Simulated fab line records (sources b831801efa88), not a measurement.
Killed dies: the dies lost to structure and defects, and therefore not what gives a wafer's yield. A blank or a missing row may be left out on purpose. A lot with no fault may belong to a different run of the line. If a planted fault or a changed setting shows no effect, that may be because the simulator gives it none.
Struck lot and sound lot, side by side | flow sky130 | 15 steps out of a route of 708
Sound: wafers L901.1, L901.4, L901.5. Struck: wafers L907.1, L907.4. (L907.6 of the same lot was not struck and is left out.) The cause comes at the end.
Each step with rows lists, per side, the tool, then ch with its chambers, then its first start. Under that, the readings that differ: sound wafers | struck wafers | difference of the means | sigmas: that difference in standard deviations of wafers without a fault.
alike: words and numbers the same on both sides, and readings whose means are apart by under 2 such deviations; not compared: readings that were withheld, readings missing a value for some wafer, numbers with overlapping values and no deviation given by the record, and bounds like >300 which may hide the same value.
A row with sigmas, a row that says differs or no value, or rows on one side alone: a step with any of these is where the two part. Numbers that have no deviation but don't overlap get no sigmas and don't part them. A reading that every wafer of one side lacks parts them only if that side has two wafers or more.

SKY_SONOS_ONO_THK_MEAS_03:
  struck on film metro-03, day 13 22:23; sound on film metro-03, day 11 21:39
  alike: SONOS_ONO_CVD_02_THK
then, 1 step without rows for these wafers: SKY_SONOS_ONO_CVD_04 (deposits SiO2 from SiH4/N2O, target thk 5.7199 nm).
SKY_SONOS_ONO_THK_MEAS_05:
  struck on film metro-02, day 13 23:45; sound on film metro-01, day 11 22:58
  alike: SONOS_ONO_CVD_04_THK
then, 7 steps without rows for these wafers: SKY_SONOS_ONO_DEHYDRATE_06 (time 60 s); SKY_SONOS_ONO_HMDS_07 (prime time 60 s); SKY_SONOS_ONO_COAT_08 (resist thk 1140 nm); SKY_SONOS_ONO_SOFTBAKE_09 (time 60 s); SKY_SONOS_ONO_EXPOSE_10 (exposes mask ONOM, target cd 410 nm); SKY_SONOS_ONO_PEB_11; SKY_SONOS_ONO_DEVELOP_12 (develop time 60 s).
SKY_SONOS_ONO_CD_MEAS_13: target cd 410 nm.
  struck on cd sem-01, day 15 00:19; sound on cd sem-01, day 13 00:07
  alike: cd nm
SKY_SONOS_ONO_OVL_MEAS_14:
  struck on overlay-01, day 15 00:26; sound on overlay-01, day 13 00:14
  alike: SONOS_ONO_OVL
SKY_SONOS_ONO_ETCH_15: etches the open film in CHF3/O2, target depth 19.52 nm, time 7.8 s.
  sound on rie diel-01 ch 2,3, day 13 00:17; struck on rie diel-04 ch 0,1, day 15 00:28
  reading                                      | sound             | struck      | difference | sigmas
  model.SONOS_ONO.feature depth nm (nm)        | 19.69 19.36 19.73 | 17.92 17.93 | -1.67      |
  model.etch.depth nm (nm)                     | 19.69 19.36 19.73 | 17.92 17.93 | -1.67      |
  model.SiO2_of_NWELL_OXIDATION_01.thk nm (nm) | 5.253 5.508 5.495 | 5.963 5.861 | +0.493     |
  alike: drypump motor current A, oes product au, throttle valve pct
  not compared: rf hours counter h
then, 1 step without rows for these wafers: SKY_SONOS_ONO_WET_ETCH_16 (etches SiO2 in dHF, target depth 14 nm, time 280 s).
-- record jumps: 33 days separate the struck wafers' starts on either side; left off in module SONOS_ONO, taken up again in module PAD_OPEN, whose first shown step is the route's number 708 --
SKY_PAD_OPEN_PROBE_99:
  the record has rows for the struck wafers here (prober-01, day 47 19:56) and none for the sound ones

## WHERE THEY PART
Within this record, at SKY_PAD_OPEN_PROBE_99 only.

WHY: what the simulator had put in
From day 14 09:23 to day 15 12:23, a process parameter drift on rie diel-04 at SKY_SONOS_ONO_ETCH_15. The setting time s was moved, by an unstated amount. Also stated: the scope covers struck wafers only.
